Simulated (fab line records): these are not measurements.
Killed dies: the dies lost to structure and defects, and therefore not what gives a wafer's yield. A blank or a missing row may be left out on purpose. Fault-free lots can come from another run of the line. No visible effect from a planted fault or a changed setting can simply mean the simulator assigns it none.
One fault through the eyes of 2 desks | flow sky130 | only its own numbers are on each desk; what lay behind them is given at the end

## FROM THE METROLOGY DESK
Lot by lot, what the gauges showed, no matter which tool ran the lot: averages of those sampled wafers that carry a number. A lot is out of limits, marked OUT, if its mean lies more than 4 standard deviations from the usual mean; the brackets give that distance.
Columns: A = LOCAL_INTERCONNECT_TIN_RS at SKY_LOCAL_INTERCONNECT_RS_MEAS_01, usual 14.08 ohm/sq; B = METAL1_ALCU_RS at SKY_METAL1_RS_MEAS_05, usual 0.1268 ohm/sq; C = METAL1_ALCU_THK at SKY_METAL1_THK_MEAS_06, usual 252.8 nm
lot  | first seen here | A     | B                | C
L831 | day 29 13:35    | 14.09 | 0.1283           | 248.7
L832 | day 29 19:49    | 14.24 | 0.1258           | 253.9
L835 | day 31 02:06    | 13.92 | 0.1263           | 252.6
L836 | day 31 08:44    | 13.97 | 0.1259           | 253.9
L839 | day 32 18:23    | 13.86 | 0.1277           | 253.3
L840 | day 32 18:43    | 14.04 | 0.1274           | 252.0
L847 | day 35 04:46    | 14.17 | 0.1259           | 255.0
L849 | day 35 10:43    | 14.16 | 0.2171 (+69) OUT | 151.3 (-41) OUT
L850 | day 35 18:04    | 13.94 | 0.1273           | 253.8
L854 | day 36 18:39    | 14.08 | 0.2209 (+72) OUT | 149.5 (-41) OUT
Finding of this desk: L849, L854 out of limits, first seen on L849 at day 37 17:31 (METAL1_ALCU_RS at SKY_METAL1_RS_MEAS_05). Within limits: L831, L832, L835, L836, L839, L840, L847, L850.

## THE TOOL OWNER'S DESK: pvd_sputter-01
The tool's own readings at SKY_METAL1_SPUTTER_02 (material AlCu, target thk 250 nm, time 13.3 s): means of the sampled wafers that have a number, for each lot that ran on this tool. A lot is out of limits, marked OUT, if its mean lies more than 4 standard deviations from the usual mean; the brackets give that distance.
Columns: A = throttle_valve_pct at SKY_METAL1_SPUTTER_02, usual 29.5 %
lot  | first seen here | A
L832 | day 32 06:22    | 29.0
L840 | day 35 03:41    | 29.1
L847 | day 37 12:52    | 29.8
L849 | day 37 17:23    | 29.6
L854 | day 39 03:40    | 29.5
Result from this desk: across the 5 lots, nothing is out of limits.

## BROUGHT TOGETHER
The metrology desk could have raised an alarm at day 37 17:31, on L849, L854.
The tool owner's desk saw nothing out of limits.
On record at the tool owner's desk: L849, L854, within its limits.
Of the lots named, all ran SKY_METAL1_SPUTTER_02 on pvd_sputter-01.

## WHAT HAD BEEN PUT IN BY THE SIMULATOR
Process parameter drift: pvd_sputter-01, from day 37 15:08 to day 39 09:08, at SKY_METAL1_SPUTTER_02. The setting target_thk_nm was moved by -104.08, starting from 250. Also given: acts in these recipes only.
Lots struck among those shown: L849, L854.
Hours from the fault's start to each desk's first reading out of limits: the metrology desk, 2.
